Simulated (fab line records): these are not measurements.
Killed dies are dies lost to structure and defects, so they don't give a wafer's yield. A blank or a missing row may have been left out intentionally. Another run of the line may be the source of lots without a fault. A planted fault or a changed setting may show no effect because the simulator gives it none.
A lot that was struck, set against a sound lot -- flow sfq line -- 43 steps out of a route of 325
Sound: the wafers L400.3, L400.4, L400.6. Struck: wafer L403.6 (left out: L403.4, a lot-mate that was not struck); the cause follows at the end.
For every step that has rows: the tool of each side, followed by ch and its chambers, followed by its first start. Under that, the readings that differ: sound wafers -- struck wafers -- difference of the means -- sigmas: that difference in standard deviations of wafers without a fault.
alike: same words and numbers on both sides, and readings whose means sit less than 2 such deviations apart. not compared: any withheld reading, any reading some wafer has no value for, any bound like >300 that may hide the same value, and any number with overlapping values for which the record gives no deviation.
A row with sigmas, a row that says differs or no value, or rows on one side alone: a step with any of these is where the two part. When numbers do not overlap yet have no deviation, they are printed without sigmas and do not part them. A reading missing from all wafers of one side parts the sides only when that side holds two or more wafers.

first, 6 steps without rows for these wafers: SFQ_TRILAYER_M4_LITHO_COAT_098 (resist thk 62 nm); SFQ_TRILAYER_M4_LITHO_COAT_093 (resist thk 600 nm); SFQ_TRILAYER_M4_LITHO_SOFTBAKE_097; SFQ_TRILAYER_M4_LITHO_EXPOSE_094 (exposes mask M4, target cd 500 nm); SFQ_TRILAYER_M4_LITHO_PEB_096 (peb time 60 s); SFQ_TRILAYER_M4_LITHO_DEVELOP_095 (time 60 s).
SFQ_M4_OVL_MEAS_926:
  sound on overlay-02 at day 51 04:14; struck on overlay-01 at day 52 04:18
reading,sound,struck,difference,sigmas
M4_OVL (nm),-8 -6 -14,10,+19,+3
SFQ_TRILAYER_M4_BARC_OPEN_METAL_ETCH_123: etches BARC in O2, target depth 125 nm, time 41.7 s.
  sound on rie metal-04 ch 0,1, day 51 04:17; struck on rie metal-01 ch 1, day 52 04:20
reading,sound,struck,difference,sigmas
drypump motor current A (A),5.21 5.50 5.51,6.05,+0.64,+2
  alike: oes product au
  not compared: rf hours counter h
SFQ_TRILAYER_M4_ETCH_METAL_ETCH_096: etches Nb in Cl2/Ar, stops on SiO2, target depth 240 nm, time 120 s.
  sound on rie metal-04 ch 0,1, day 51 04:22; struck on rie metal-01 ch 1, day 52 04:25
reading,sound,struck,difference,sigmas
drypump motor current A (A),5.18 5.52 5.50,6.10,+0.70,+3
  alike: oes product au
  not compared: rf hours counter h
then, 3 steps without rows for these wafers: SFQ_TRILAYER_M4_STRIP_STRIP_097 (strips in O2); SFQ_TRILAYER_M4_STRIP_SOLV_CLEAN_098 (cleans in NMP, time 600 s); SFQ_TRILAYER_I4_DEP_PECVD_099 (deposits SiO2 from SiH4/N2O, time 111.11 s, target thk 500 nm).
SFQ_TRILAYER_I4_CMP_CMP_100: polishes SiO2.
  sound on cmp-01 ch 2,3, day 51 05:49; struck on cmp-01 ch 3, day 52 07:21
reading,sound,struck,difference,sigmas
time to endpoint s (s),221 218 213,285,+68,+8
model.SiO2_of_TRILAYER_I4_DEP_PECVD_099.thk nm (nm),200.7 199 198.6,308.8,+109.4,
  alike: motor current A
SFQ_I4_BOW_MEAS_927:
  sound on film metro-04 at day 51 08:21; struck on film metro-01 at day 52 08:25
reading,sound,struck,difference,sigmas
I4_BOW (um),23 32 21,-4,-29,-3
SFQ_TRILAYER_I4_METRO_MEASURE_101:
  sound on film metro-04 at day 51 08:50; struck on film metro-01 at day 52 09:04
reading,sound,struck,difference,sigmas
thk nm (nm),200.8 198.9 198.5,308.8,+109.4,+91
then, 6 steps without rows for these wafers: SFQ_TRILAYER_I4_VIA_LITHO_COAT_108 (resist thk 62 nm); SFQ_TRILAYER_I4_VIA_LITHO_COAT_103 (resist thk 650 nm); SFQ_TRILAYER_I4_VIA_LITHO_SOFTBAKE_107; SFQ_TRILAYER_I4_VIA_LITHO_EXPOSE_104 (exposes mask I4, target cd 700 nm); SFQ_TRILAYER_I4_VIA_LITHO_PEB_106 (peb time 60 s); SFQ_TRILAYER_I4_VIA_LITHO_DEVELOP_105 (time 60 s).
SFQ_I4_OVL_MEAS_928:
  sound on overlay-01 at day 51 13:53; struck on overlay-01 at day 52 12:32
  alike: I4_OVL
then, 1 step without rows for these wafers: SFQ_TRILAYER_I4_VIA_BARC_OPEN_VIA_ETCH_146 (etches BARC in O2, target depth 125 nm, time 41.7 s).
SFQ_TRILAYER_I4_VIA_ETCH_VIA_ETCH_106: etches SiO2 in CHF3, stops on Nb, target depth 260 nm.
  sound on rie diel-04 ch 0,3, day 51 13:58; struck on rie diel-02 ch 2, day 52 12:36
reading,sound,struck,difference,sigmas
oes product au (a.u.),0.855 0.859 0.852,0.999,+0.144,+28
model.etch.depth nm (nm),200.7 199 198.6,260.8,+61.4,
model.I4.feature depth nm (nm),200.7 199 198.6,260.8,+61.4,
  alike: drypump motor current A
then, 3 steps without rows for these wafers: SFQ_TRILAYER_I4_VIA_STRIP_STRIP_107 (strips in O2); SFQ_TRILAYER_I4_VIA_STRIP_SOLV_CLEAN_108 (cleans in NMP, time 600 s); SFQ_TRILAYER_JJ_TRILAYER_DEP_PRE_CLEAN_113 (time 22.5 s).
SFQ_TRILAYER_JJ_TRILAYER_DEP_SPUTTER_109: material Nb, target thk 150 nm, time 100 s.
  sound on pvd sputter-05 at day 51 14:53; struck on pvd sputter-03 at day 52 14:07
  alike: throttle valve pct
then, 2 steps without rows for these wafers: SFQ_TRILAYER_JJ_TRILAYER_DEP_SPUTTER_110 (material Al, target thk 8 nm, time 10 s); SFQ_TRILAYER_JJ_TRILAYER_DEP_AL_OXIDATION_111 (oxidation time 600 s).
SFQ_TRILAYER_JJ_TRILAYER_DEP_SPUTTER_112: material Nb, target thk 170 nm, time 113.3 s.
  sound on pvd sputter-05 at day 51 15:58; struck on pvd sputter-03 at day 52 15:13
  alike: throttle valve pct
SFQ_JJ_RS_MEAS_929: the measuring method here is four-point-probe.
  sound on film metro-02 at day 51 16:05; struck on film metro-03 at day 52 15:21
reading,sound,struck,difference,sigmas
JJ_NB_RS (ohm/sq),1.031 1.032 1.039,1.059,+0.025,+2
then, 6 steps without rows for these wafers: SFQ_TRILAYER_JJ_CE_LITHO_COAT_119 (resist thk 62 nm); SFQ_TRILAYER_JJ_CE_LITHO_COAT_114 (resist thk 600 nm); SFQ_TRILAYER_JJ_CE_LITHO_SOFTBAKE_118; SFQ_TRILAYER_JJ_CE_LITHO_EXPOSE_115 (exposes mask J5, target cd 700 nm); SFQ_TRILAYER_JJ_CE_LITHO_PEB_117 (peb time 60 s); SFQ_TRILAYER_JJ_CE_LITHO_DEVELOP_116 (time 60 s).
-- the record jumps here: 3 days lie between the struck wafers' starts before and after --
SFQ_JJ_OVL_MEAS_931:
  sound on overlay-02 at day 55 07:24; struck on overlay-02 at day 55 11:01
  alike: J5_OVL
SFQ_TRILAYER_JJ_CE_METRO_MEASURE_117:
  sound on cd sem-01 at day 55 07:50; struck on cd sem-02 at day 55 11:38
  alike: cd nm
then, 1 step without rows for these wafers: SFQ_TRILAYER_JJ_CE_BARC_OPEN_RIE_150 (chemistry O2, target BARC, target depth 240 nm, time 80 s).
SFQ_TRILAYER_M5_ETCH_METAL_ETCH_126: etches Nb in Cl2/BCl3, stops on SiO2, time 203.2 s, target depth 265 nm.
  sound on rie metal-03 ch 0,1, day 55 18:21; struck on rie metal-03 ch 1, day 55 23:09
reading,sound,struck,difference,sigmas
model.SiO2_of_TRILAYER_I4_DEP_PECVD_099.thk nm (nm),180.5 179.5 178.5,289.4,+109.9,
  alike: drypump motor current A, oes product au
  not compared: rf hours counter h
-- the record jumps here: 22 days lie between the struck wafers' starts before and after --
SFQ_M8_BOW_MEAS_951:
  sound on film metro-01 at day 77 18:57; struck on film metro-01 at day 78 00:58
reading,sound,struck,difference,sigmas
M8_BOW (um),28 37 26,-3,-33,-3
model.etest.i4.link ohm,2.176 2.188 2.186,1e+06,+1e+06,

== WHERE THEY PART ==
First at SFQ_M4_OVL_MEAS_926; last, within this record, at SFQ_M8_BOW_MEAS_951.

WHY: whatever the simulator had introduced
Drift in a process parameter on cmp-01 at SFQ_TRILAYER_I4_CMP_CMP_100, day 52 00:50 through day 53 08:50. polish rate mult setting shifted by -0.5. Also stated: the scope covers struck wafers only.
